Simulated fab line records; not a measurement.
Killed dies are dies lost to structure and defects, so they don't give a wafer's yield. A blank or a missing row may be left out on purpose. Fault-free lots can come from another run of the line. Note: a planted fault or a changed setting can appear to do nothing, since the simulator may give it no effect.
fab line records	flow sky130
record lots=24	wafers=72	last-day=50
route steps=708 shown FIELD_ISO@3 VT_ADJUST_NCORE@127 POLY_CUT@318 LOCAL_INTERCONNECT@401 METAL2@484 PASSIVATION@683
lots untouched by any fault: they come from a run of this same line in which no faults occurred
start-h: hours from the record's opening day to when the first of the lot's shown wafers began	wait-h: how many hours have passed since the lot's step before this one	" identical to the entry in the row above	L1.1+2: several wafers, shown together as one row	- value missing, or start not given	* or withheld: withheld	< > ~ a bound
route shown NAME@n: a module of which the file shows steps, and the number in the route of the first	usual: mean/standard deviation taken from wafers without a fault	same: alike in all rows	chamber/n: place in a boat	sites: per-site readings	_std_site: how widely they spread, as a standard deviation	_edge_site: the outer-site mean with the inner-site mean subtracted	radius-mm: how far each site lies from the wafer's centre	mask NAME#n: copy n	behind: the last tool/chamber to shape the wafer	hold: cause of the lot's hold/its duration in hours/its outcome	device: whichever transistor did not switch (one of n, p or np)	end of line: at the end of the route, the tests of the same wafers	a step with no rows: only its recipe	killed: count of dies lost to structure and defects at first sort (not the wafer's yield)	map: dies across one wafer; x = killed, . = not, _ = none there
set.NAME: the setting the step ran with; set.NAME@STEP: the setting that earlier step ran with	model.NAME: the simulator's own value behind a step, which no gauge read
a sample of lots followed through the steps of the route, with each step as a table and each wafer as a row
services: the hour from which a tool's chamber was out of use, counted from the record's first day as start-h (under 0 if before that day), plus the number of hours and why
## steps
# step SKY_FIELD_ISO_THK_MEAS_02
# recipe reads=SiO2_of_FIELD_ISO_OXIDATION_01
# usual FIELD_ISO_OXIDATION_00_THK=12.00/0.26
lot.wafer	tool	chamber	start-h	wait-h	FIELD_ISO_OXIDATION_00_THK[nm]
L074.2	film-metro-03	-	12.18	0.0	11.77
L074.3	"	-	"	"	11.68
L074.6	"	-	"	"	11.64
L075.1	film-metro-01	-	23.56	0.0	12.24
L075.2	"	-	"	"	12.20
L075.4	"	-	"	"	12.28
L076.1	film-metro-03	-	23.56	0.0	12.26
L076.2	"	-	"	"	12.11
L076.5	"	-	"	"	12.22
L077.2	film-metro-01	-	29.51	0.0	12.21
L077.4	"	-	"	"	12.17
L077.5	"	-	"	"	12.15
L078.1	film-metro-01	-	33.94	0.0	12.12
L078.2	"	-	"	"	12.38
L078.5	"	-	"	"	12.36
L079.2	film-metro-03	-	39.51	0.0	12.60
L079.5	"	-	"	"	12.54
L079.6	"	-	"	"	12.59
L080.1	film-metro-01	-	45.17	0.0	12.26
L080.3	"	-	"	"	11.99
L080.4	"	-	"	"	12.05
L081.3	film-metro-01	-	50.68	0.0	12.09
L081.4	"	-	"	"	12.19
L081.6	"	-	"	"	12.33
L082.1	film-metro-02	-	54.92	0.0	12.05
L082.2	"	-	"	"	12.43
L082.4	"	-	"	"	12.19
L083.1	film-metro-02	-	57.93	0.0	11.85
L083.2	"	-	"	"	12.07
L083.6	"	-	"	"	11.75
L084.4	film-metro-02	-	63.66	0.0	11.85
L084.5	"	-	"	"	11.70
L084.6	"	-	"	"	11.53
L085.3	film-metro-03	-	67.82	0.0	12.16
L085.4	"	-	"	"	12.03
L085.6	"	-	"	"	12.19
L086.2	film-metro-03	-	71.93	0.0	11.80
L086.4	"	-	"	"	11.69
L086.6	"	-	"	"	11.70
L087.3	film-metro-02	-	77.22	0.0	11.36
L087.4	"	-	"	"	11.47
L087.6	"	-	"	"	11.51
L088.2	film-metro-02	-	83.14	0.0	11.92
L088.5	"	-	"	"	11.86
L088.6	"	-	"	"	12.17
L089.2	film-metro-02	-	87.29	0.0	11.88
L089.4	"	-	"	"	11.62
L089.5	"	-	"	"	11.98
L090.3	film-metro-02	-	91.68	0.0	11.87
L090.4	"	-	"	"	12.04
L090.6	"	-	"	"	11.93
L091.1	film-metro-02	-	96.95	0.0	12.24
L091.2	"	-	"	"	12.11
L091.5	"	-	"	"	12.19
L092.1	film-metro-02	-	102.01	0.0	11.75
L092.2	"	-	"	"	11.72
L092.5	"	-	"	"	11.80
L093.1	film-metro-02	-	106.63	0.0	11.87
L093.3	"	-	"	"	11.85
L093.4	"	-	"	"	11.88
L094.1	film-metro-03	-	111.63	0.0	12.13
L094.5	"	-	"	"	12.14
L094.6	"	-	"	"	12.02
L095.2	film-metro-03	-	117.46	0.0	11.70
L095.4	"	-	"	"	11.88
L095.6	"	-	"	"	11.87
L096.2	film-metro-02	-	121.91	0.0	11.92
L096.3	"	-	"	"	11.58
L096.5	"	-	"	"	11.66
L097.1	film-metro-02	-	128.99	0.0	11.83
L097.3	"	-	"	"	11.82
L097.6	"	-	"	"	11.95
# step SKY_VT_ADJUST_NCORE_OVL_MEAS_08
# usual VT_ADJUST_NCORE_OVL=-0.8/1.2
lot.wafer	tool	chamber	start-h	wait-h	VT_ADJUST_NCORE_OVL[nm]
L074.2	overlay-02	-	196.73	0.1	-3.7
L074.3	"	-	"	"	-0.6
L074.6	"	-	"	"	-1.5
L075.1	overlay-01	-	208.22	0.1	0.2
L075.2	"	-	"	"	-0.1
L075.4	"	-	"	"	-0.4
L076.1	overlay-01	-	208.98	0.1	-0.8
L076.2	"	-	"	"	-1.1
L076.5	"	-	"	"	-0.3
L077.2	overlay-02	-	214.63	0.1	-2.4
L077.4	"	-	"	"	-0.3
L077.5	"	-	"	"	-0.7
L078.1	overlay-01	-	215.22	0.1	-1.8
L078.2	"	-	"	"	0.0
L078.5	"	-	"	"	-1.3
L079.2	overlay-02	-	224.74	0.1	-1.6
L079.5	"	-	"	"	-1.4
L079.6	"	-	"	"	-1.2
L080.1	overlay-01	-	229.58	0.1	-0.1
L080.3	"	-	"	"	-0.7
L080.4	"	-	"	"	-0.3
L081.3	overlay-02	-	232.83	0.1	-1.6
L081.4	"	-	"	"	0.8
L081.6	"	-	"	"	0.1
L082.1	overlay-02	-	246.47	0.1	-0.6
L082.2	"	-	"	"	-0.7
L082.4	"	-	"	"	-1.3
L083.1	overlay-02	-	247.37	0.1	-1.2
L083.2	"	-	"	"	-0.2
L083.6	"	-	"	"	-2.1
L084.4	overlay-02	-	254.09	0.1	1.1
L084.5	"	-	"	"	-0.2
L084.6	"	-	"	"	-1.3
L085.3	overlay-02	-	259.54	0.1	-0.3
L085.4	"	-	"	"	-0.2
L085.6	"	-	"	"	-1.3
L086.2	overlay-01	-	265.93	0.1	0.2
L086.4	"	-	"	"	-0.4
L086.6	"	-	"	"	-3.4
L087.3	overlay-01	-	273.98	0.1	1.2
L087.4	"	-	"	"	1.6
L087.6	"	-	"	"	-1.3
L088.2	overlay-02	-	282.27	0.1	-1.6
L088.5	"	-	"	"	-0.7
L088.6	"	-	"	"	0.6
L089.2	overlay-02	-	288.66	0.1	-0.9
L089.4	"	-	"	"	-0.9
L089.5	"	-	"	"	-1.1
L090.3	overlay-02	-	298.98	0.1	-0.7
L090.4	"	-	"	"	1.2
L090.6	"	-	"	"	-2.0
L091.1	overlay-02	-	299.57	0.1	-1.0
L091.2	"	-	"	"	0.8
L091.5	"	-	"	"	1.1
L092.1	overlay-02	-	305.12	0.1	-2.7
L092.2	"	-	"	"	0.3
L092.5	"	-	"	"	-2.9
L093.1	overlay-02	-	320.63	0.1	-0.9
L093.3	"	-	"	"	-0.8
L093.4	"	-	"	"	-2.0
L094.1	overlay-02	-	329.32	0.1	1.5
L094.5	"	-	"	"	-0.2
L094.6	"	-	"	"	-2.6
L095.2	overlay-02	-	333.83	0.1	-0.6
L095.4	"	-	"	"	-2.1
L095.6	"	-	"	"	-1.0
L096.2	overlay-01	-	337.58	0.1	-1.8
L096.3	"	-	"	"	-3.2
L096.5	"	-	"	"	-2.6
L097.1	overlay-02	-	341.73	0.1	-0.3
L097.3	"	-	"	"	-1.0
L097.6	"	-	"	"	-0.5
# step SKY_POLY_CUT_ETCH_11
# recipe target=Si3N4	chemistry=CF4/CH2F2/Ar	stop-on=poly-Si	source-w=600	bias-w=145.3	pressure-mtorr=40	cf4-flow-sccm=40	ch2f2-flow-sccm=20	Ar_flow_sccm=150	time-s=42.5	target-depth-a=600
# usual drypump-motor-current-A=5.8/0.43	oes-product-au=0.827/0.0059	throttle-valve-pct=14.994/0.009
lot.wafer	tool	chamber	start-h	wait-h	drypump-motor-current-A	oes-product-au	rf-hours-counter-h	throttle-valve-pct
L074.2	rie-diel-02	2	578.61	0.0	4.6	0.824	46	14.985
L074.3	"	0	"	"	6.2	0.827	12	14.987
L074.6	"	1	"	"	6.0	0.817	-	14.996
L076.1	rie-diel-02	0	592.49	0.0	6.2	0.820	13	15.001
L076.2	"	2	"	"	4.6	0.823	47	14.984
L076.5	"	0	"	"	6.2	0.806	-	15.010
L075.1	rie-diel-04	3	595.25	0.0	5.9	0.825	9	15.002
L075.2	"	2	"	"	6.2	0.839	45	15.002
L075.4	"	1	"	"	6.4	0.824	57	15.001
L077.2	rie-diel-04	3	604.31	0.0	5.9	0.820	9	14.993
L077.4	"	0	"	"	5.5	0.827	28	14.995
L077.5	"	3	"	"	5.9	0.826	-	14.987
L078.1	rie-diel-03	2	605.60	0.0	6.1	0.836	40	15.010
L078.2	"	1	"	"	5.7	0.833	8	14.996
L078.5	"	2	"	"	6.1	0.820	-	14.979
L079.2	rie-diel-03	2	618.05	0.0	6.1	0.819	40	14.982
L079.5	"	0	"	"	5.5	0.823	-	14.982
L079.6	"	1	"	"	5.7	0.823	-	14.990
L080.1	rie-diel-02	1	618.31	0.0	6.0	0.830	4	15.016
L080.3	"	2	"	"	4.7	0.821	47	14.993
L080.4	"	0	"	"	6.2	0.825	13	14.996
L081.3	rie-diel-02	0	624.87	0.0	6.2	0.823	14	14.994
L081.4	"	3	"	"	6.0	0.829	16	14.988
L081.6	"	0	"	"	6.2	0.830	-	15.008
L082.1	rie-diel-04	1	640.75	0.0	6.4	0.841	57	15.004
L082.2	"	0	"	"	5.5	0.825	28	14.996
L082.4	"	3	"	"	5.9	0.825	10	14.987
L083.1	rie-diel-03	2	640.97	0.0	6.1	0.824	40	14.990
L083.2	"	3	"	"	5.8	0.832	10	15.007
L083.6	"	3	"	"	5.8	0.822	-	14.986
L084.4	rie-diel-02	2	647.52	0.0	4.7	0.821	48	14.990
L084.5	"	0	"	"	6.2	0.819	-	15.002
L084.6	"	3	"	"	6.0	0.819	-	14.984
L085.3	rie-diel-02	3	652.52	0.0	6.0	0.822	17	14.987
L085.4	"	2	"	"	4.7	0.824	48	14.991
L085.6	"	2	"	"	4.6	0.821	-	14.992
L086.2	rie-diel-03	0	669.20	0.0	5.5	0.828	5	14.995
L086.4	"	1	"	"	5.7	0.835	9	14.987
L086.6	"	3	"	"	5.8	0.836	-	15.004
L087.3	rie-diel-03	2	673.81	0.0	6.1	0.831	42	14.993
L087.4	"	3	"	"	5.8	0.831	11	14.999
L087.6	"	2	"	"	6.1	0.829	-	14.982
L089.2	rie-diel-03	3	682.90	0.0	5.8	0.832	12	14.999
L089.4	"	0	"	"	5.6	0.838	5	14.991
L089.5	"	0	"	"	5.6	0.844	-	15.006
L088.2	rie-diel-02	1	684.82	0.0	6.0	0.822	5	14.995
L088.5	"	0	"	"	6.2	0.831	-	15.002
L088.6	"	3	"	"	6.0	0.836	-	15.008
L092.1	rie-diel-04	1	712.31	0.0	6.4	0.834	1	14.996
L092.2	"	0	"	"	5.5	0.829	30	14.986
L092.5	"	2	"	"	6.2	0.824	-	14.986
L090.3	rie-diel-04	2	713.85	0.0	6.2	0.828	47	14.992
L090.4	"	3	"	"	6.0	0.823	12	14.979
L090.6	"	3	"	"	5.9	0.829	-	14.994
L091.1	rie-diel-03	3	715.57	0.0	5.8	0.821	13	15.000
L091.2	"	0	"	"	5.5	0.829	6	14.992
L091.5	"	3	"	"	5.8	0.827	-	14.992
L093.1	rie-diel-02	0	720.61	0.0	6.2	0.830	16	14.988
L093.3	"	3	"	"	6.0	0.824	18	14.997
L093.4	"	2	"	"	4.7	0.824	50	14.987
L094.1	rie-diel-03	2	728.32	0.0	6.1	0.831	43	14.996
L094.5	"	0	"	"	5.6	0.832	-	14.979
L094.6	"	3	"	"	5.8	0.827	-	14.986
L095.2	rie-diel-02	1	730.10	0.0	6.0	0.826	6	14.998
L095.4	"	2	"	"	4.6	0.826	50	15.004
L095.6	"	3	"	"	6.0	0.830	-	14.995
L096.2	rie-diel-04	0	736.75	0.0	5.5	0.828	31	14.989
L096.3	"	3	"	"	5.9	0.823	12	14.989
L096.5	"	0	"	"	5.5	0.844	-	14.993
L097.1	rie-diel-02	1	738.74	0.0	6.0	0.829	7	14.997
L097.3	"	0	"	"	6.2	0.825	16	15.000
L097.6	"	3	"	"	6.0	0.833	-	14.996
# step SKY_LOCAL_INTERCONNECT_METAL_ETCH_14
# recipe target-depth-nm=110	stop-on=PSG	chemistry=Cl2/BCl3	target=TiN	resist-sidewall-deg=88	pressure-mtorr=10	icp-w=900	bias-w=48.5	Cl2_flow_sccm=60	bcl3-flow-sccm=30	time-s=31.4
# usual drypump-motor-current-A=5.74/0.26	oes-product-au=0.941/0.0079	throttle-valve-pct=21.901/0.01
lot.wafer	tool	chamber	start-h	wait-h	drypump-motor-current-A	oes-product-au	rf-hours-counter-h	throttle-valve-pct
L074.2	rie-metal-01	1	724.13	0.0	5.49	0.934	10	21.896
L074.3	"	0	"	"	6.13	0.947	-	21.896
L074.6	"	0	"	"	6.13	0.932	-	21.913
L076.1	rie-metal-04	0	737.74	0.0	5.43	0.945	7	21.910
L076.2	"	1	"	"	5.82	0.938	13	21.902
L076.5	"	0	"	"	5.47	0.938	-	21.916
L075.1	rie-metal-04	0	739.84	0.0	5.37	0.950	7	21.907
L075.2	"	1	"	"	5.79	0.944	13	21.914
L075.4	"	0	"	"	5.39	0.946	-	21.886
L077.2	rie-metal-04	0	747.62	0.0	5.39	0.935	7	21.903
L077.4	"	1	"	"	5.81	0.945	-	21.893
L077.5	"	1	"	"	5.82	0.940	-	21.899
L078.1	rie-metal-01	0	750.74	0.0	6.15	0.942	12	21.907
L078.2	"	1	"	"	5.49	0.942	11	21.898
L078.5	"	0	"	"	6.13	0.944	-	21.912
L079.2	rie-metal-04	1	758.69	0.0	5.81	0.938	14	21.902
L079.5	"	0	"	"	5.41	0.922	-	21.903
L079.6	"	1	"	"	5.82	0.939	-	21.896
L080.1	rie-metal-03	1	761.07	0.0	5.86	0.942	15	21.911
L080.3	"	0	"	"	6.02	0.940	-	21.901
L080.4	"	1	"	"	5.84	0.942	-	21.888
L081.3	rie-metal-01	0	767.48	0.0	6.13	0.936	-	21.883
L081.4	"	1	"	"	5.50	0.936	-	21.912
L081.6	"	0	"	"	6.10	0.942	-	21.883
L082.1	rie-metal-04	1	781.34	0.0	5.82	0.952	14	21.896
L082.2	"	0	"	"	5.42	0.937	8	21.919
L082.4	"	1	"	"	5.82	0.945	-	21.888
L083.1	rie-metal-01	1	782.48	0.0	5.48	0.924	11	21.878
L083.2	"	0	"	"	6.12	0.931	13	21.923
L083.6	"	1	"	"	5.50	0.938	-	21.906
L084.4	rie-metal-03	0	787.09	0.1	5.98	0.950	-	21.887
L084.5	"	0	"	"	6.00	0.948	-	21.902
L084.6	"	0	"	"	6.00	0.957	-	21.880
L085.3	rie-metal-04	1	791.40	0.0	5.81	0.933	-	21.914
L085.4	"	0	"	"	5.43	0.924	-	21.901
L085.6	"	0	"	"	5.38	0.920	-	21.914
L086.2	rie-metal-04	1	809.03	0.0	5.81	0.938	16	21.903
L086.4	"	1	"	"	5.82	0.943	-	21.918
L086.6	"	0	"	"	5.41	0.947	-	21.897
L087.3	rie-metal-04	0	813.64	0.0	5.43	0.944	-	21.896
L087.4	"	1	"	"	5.81	0.934	-	21.899
L087.6	"	0	"	"	5.43	0.935	-	21.913
L089.2	rie-metal-03	1	822.02	0.0	5.83	0.934	1	21.929
L089.4	"	0	"	"	6.02	0.934	-	21.906
L089.5	"	1	"	"	5.81	0.922	-	21.903
L088.2	rie-metal-04	1	823.23	0.0	5.77	0.944	16	21.889
L088.5	"	0	"	"	5.45	0.942	-	21.909
L088.6	"	1	"	"	5.81	0.957	-	21.892
L092.1	rie-metal-04	1	846.57	0.0	5.83	0.943	17	21.905
L092.2	"	0	"	"	5.46	0.949	10	21.906
L092.5	"	1	"	"	5.80	0.950	-	21.898
L090.3	rie-metal-01	1	850.16	0.0	5.53	0.939	-	21.884
L090.4	"	0	"	"	6.14	0.944	-	21.903
L090.6	"	1	"	"	5.51	0.948	-	21.884
L091.1	rie-metal-03	1	852.53	0.1	5.86	0.959	2	21.897
L091.2	"	1	"	"	5.84	0.943	-	21.908
L091.5	"	1	"	"	5.85	0.948	-	21.884
L093.1	rie-metal-03	1	855.04	0.1	5.87	0.936	3	21.893
L093.3	"	1	"	"	5.90	0.933	-	21.909
L093.4	"	1	"	"	5.87	0.931	-	21.902
L094.1	rie-metal-01	0	863.00	0.0	6.16	0.953	16	21.901
L094.5	"	0	"	"	6.14	0.951	-	21.906
L094.6	"	1	"	"	5.50	0.936	-	21.908
L095.2	rie-metal-04	0	866.10	0.1	5.40	0.943	-	21.901
L095.4	"	0	"	"	5.41	0.928	-	21.910
L095.6	"	0	"	"	5.43	0.944	-	21.901
L096.2	rie-metal-01	1	870.83	0.0	5.47	0.937	15	21.894
L096.3	"	1	"	"	5.48	0.943	-	21.904
L096.5	"	1	"	"	5.49	0.944	-	21.905
L097.1	rie-metal-03	0	872.90	0.0	6.00	0.949	1	21.904
L097.3	"	0	"	"	6.01	0.952	-	21.870
L097.6	"	1	"	"	5.84	0.956	-	21.895
# step SKY_METAL2_SPUTTER_01
# recipe material=TiN	target-thk-nm=20	power-w=6500	time-s=16.7	chamber-pressure-pa=0.4
# usual throttle-valve-pct=30.5/0.7
lot.wafer	tool	chamber	start-h	wait-h	throttle-valve-pct
L074.2	pvd-sputter-03	-	808.92	0.0	29.5
L074.3	"	-	"	"	31.2
L074.6	"	-	"	"	30.0
L076.1	pvd-sputter-04	-	823.67	0.0	29.7
L076.2	"	-	"	"	30.8
L076.5	"	-	"	"	31.3
L075.1	pvd-sputter-01	-	827.21	0.0	30.9
L075.2	"	-	"	"	30.2
L075.4	"	-	"	"	31.7
L077.2	pvd-sputter-03	-	831.45	0.0	30.0
L077.4	"	-	"	"	30.7
L077.5	"	-	"	"	29.6
L078.1	pvd-sputter-04	-	834.38	0.0	30.5
L078.2	"	-	"	"	31.7
L078.5	"	-	"	"	31.6
L079.2	pvd-sputter-04	-	843.25	0.0	29.5
L079.5	"	-	"	"	29.6
L079.6	"	-	"	"	31.6
L080.1	pvd-sputter-04	-	846.22	0.0	29.5
L080.3	"	-	"	"	31.5
L080.4	"	-	"	"	30.2
L081.3	pvd-sputter-03	-	850.49	0.0	31.0
L081.4	"	-	"	"	29.6
L081.6	"	-	"	"	31.1
L082.1	pvd-sputter-01	-	863.55	0.0	29.6
L082.2	"	-	"	"	30.7
L082.4	"	-	"	"	30.4
L083.1	pvd-sputter-03	-	867.10	0.0	29.7
L083.2	"	-	"	"	30.6
L083.6	"	-	"	"	30.8
L084.4	pvd-sputter-03	-	870.84	0.0	29.6
L084.5	"	-	"	"	30.7
L084.6	"	-	"	"	31.3
L085.3	pvd-sputter-01	-	875.52	0.0	31.6
L085.4	"	-	"	"	30.5
L085.6	"	-	"	"	29.8
L086.2	pvd-sputter-04	-	890.70	0.0	29.6
L086.4	"	-	"	"	30.3
L086.6	"	-	"	"	31.0
L087.3	pvd-sputter-01	-	897.07	0.0	30.4
L087.4	"	-	"	"	29.6
L087.6	"	-	"	"	30.6
L089.2	pvd-sputter-01	-	903.11	0.0	30.2
L089.4	"	-	"	"	29.6
L089.5	"	-	"	"	30.8
L088.2	pvd-sputter-03	-	906.01	0.0	29.4
L088.5	"	-	"	"	29.3
L088.6	"	-	"	"	30.8
L092.1	pvd-sputter-04	-	929.35	0.0	30.3
L092.2	"	-	"	"	29.6
L092.5	"	-	"	"	29.8
L090.3	pvd-sputter-03	-	931.45	0.0	30.6
L090.4	"	-	"	"	31.1
L090.6	"	-	"	"	30.9
L091.1	pvd-sputter-01	-	932.32	0.0	31.6
L091.2	"	-	"	"	30.5
L091.5	"	-	"	"	30.6
L093.1	pvd-sputter-03	-	935.50	0.0	31.0
L093.3	"	-	"	"	29.5
L093.4	"	-	"	"	30.0
L094.1	pvd-sputter-04	-	943.61	0.0	30.9
L094.5	"	-	"	"	29.6
L094.6	"	-	"	"	31.3
L095.2	pvd-sputter-04	-	946.54	0.0	30.2
L095.4	"	-	"	"	30.9
L095.6	"	-	"	"	29.8
L096.2	pvd-sputter-04	-	950.48	0.0	30.2
L096.3	"	-	"	"	31.0
L096.5	"	-	"	"	29.6
L097.1	pvd-sputter-01	-	952.82	0.0	30.2
L097.3	"	-	"	"	29.8
L097.6	"	-	"	"	29.8
# step SKY_PASSIVATION_CVD_02
# recipe material=Si3N4	target-thk-nm=540	temp-c=400	time-s=withheld	rf-w=450
# usual heater-power-w=681/110
lot.wafer	tool	chamber	start-h	wait-h	heater-power-w
L074.2	pecvd-04	1	1040.16	0.0	592
L074.3	"	2	"	"	794
L074.6	"	0	"	"	774
L076.1	pecvd-04	1	1051.42	0.1	628
L076.2	"	0	"	"	749
L076.5	"	1	"	"	475
L075.1	pecvd-03	2	1056.88	0.1	647
L075.2	"	1	"	"	598
L075.4	"	0	"	"	575
L077.2	pecvd-04	1	1061.04	0.0	552
L077.4	"	0	"	"	836
L077.5	"	2	"	"	814
L078.1	pecvd-01	0	1064.06	0.1	909
L078.2	"	2	"	"	776
L078.5	"	2	"	"	805
L079.2	pecvd-03	2	1070.31	0.0	655
L079.5	"	0	"	"	604
L079.6	"	2	"	"	694
L080.1	pecvd-03	2	1074.00	0.1	696
L080.3	"	1	"	"	661
L080.4	"	0	"	"	489
L081.3	pecvd-03	0	1075.12	0.0	495
L081.4	"	1	"	"	665
L081.6	"	0	"	"	529
L082.1	pecvd-01	0	1086.81	0.1	897
L082.2	"	1	"	"	823
L082.4	"	2	"	"	746
L083.1	pecvd-04	1	1089.37	0.1	512
L083.2	"	0	"	"	818
L083.6	"	0	"	"	681
L084.4	pecvd-03	0	1096.37	0.1	489
L084.5	"	2	"	"	690
L084.6	"	1	"	"	609
L085.3	pecvd-03	2	1098.01	0.0	678
L085.4	"	1	"	"	557
L085.6	"	0	"	"	595
L086.2	pecvd-01	1	1109.97	0.0	726
L086.4	"	0	"	"	746
L086.6	"	1	"	"	781
L087.3	pecvd-04	1	1118.49	0.0	528
L087.4	"	0	"	"	757
L087.6	"	1	"	"	566
L089.2	pecvd-03	0	1121.09	0.0	546
L089.4	"	1	"	"	665
L089.5	"	2	"	"	572
L088.2	pecvd-03	0	1122.91	0.0	569
L088.5	"	0	"	"	589
L088.6	"	2	"	"	577
L092.1	pecvd-01	2	1140.63	0.1	789
L092.2	"	0	"	"	873
L092.5	"	0	"	"	873
L090.3	pecvd-01	2	1144.03	0.0	790
L090.4	"	2	"	"	642
L090.6	"	1	"	"	889
L091.1	pecvd-03	0	1144.49	0.1	534
L091.2	"	2	"	"	573
L091.5	"	1	"	"	655
L093.1	pecvd-04	0	1146.56	0.1	802
L093.3	"	2	"	"	692
L093.4	"	1	"	"	603
L095.2	pecvd-03	0	1153.90	0.0	527
L095.4	"	1	"	"	566
L095.6	"	0	"	"	566
L094.1	pecvd-04	1	1154.12	0.1	535
L094.5	"	0	"	"	833
L094.6	"	1	"	"	576
L096.2	pecvd-04	1	1158.26	0.0	589
L096.3	"	2	"	"	815
L096.5	"	0	"	"	683
L097.1	pecvd-03	1	1159.99	0.1	573
L097.3	"	0	"	"	593
L097.6	"	0	"	"	607
## services
tool	chamber	start-h	hours	kind
pvd-sputter-04	-	556.78	8.8	repair
pecvd-03	0	565.01	8.8	repair
rie-diel-02	2	598.04	6.3	repair
rie-diel-02	3	599.52	4.2	repair
pecvd-03	1	603.19	2.9	repair
rie-diel-02	3	607.35	1.9	repair
rie-diel-02	-	668.00	9.3	repair
rie-metal-04	1	669.56	5.1	repair
rie-metal-04	-	724.17	1.6	repair
pecvd-03	1	728.76	186.0	repair
rie-diel-02	2	731.30	22.1	repair
rie-diel-02	0	739.44	11.8	repair
rie-diel-02	2	814.31	4.6	repair
rie-diel-02	0	914.39	2.4	repair
rie-diel-02	0	923.29	4.3	repair
rie-diel-02	2	924.87	5.0	repair
pecvd-03	-	932.70	2.1	repair
rie-metal-04	-	942.68	8.9	repair
pecvd-03	2	981.35	4.4	repair
rie-diel-02	1	1000.94	13.5	repair
rie-diel-02	0	1006.09	4.9	repair
pecvd-03	-	1020.17	14.6	pm
rie-metal-04	0	1063.94	3.7	repair
pecvd-03	-	1139.03	2.9	repair
## key
fault none
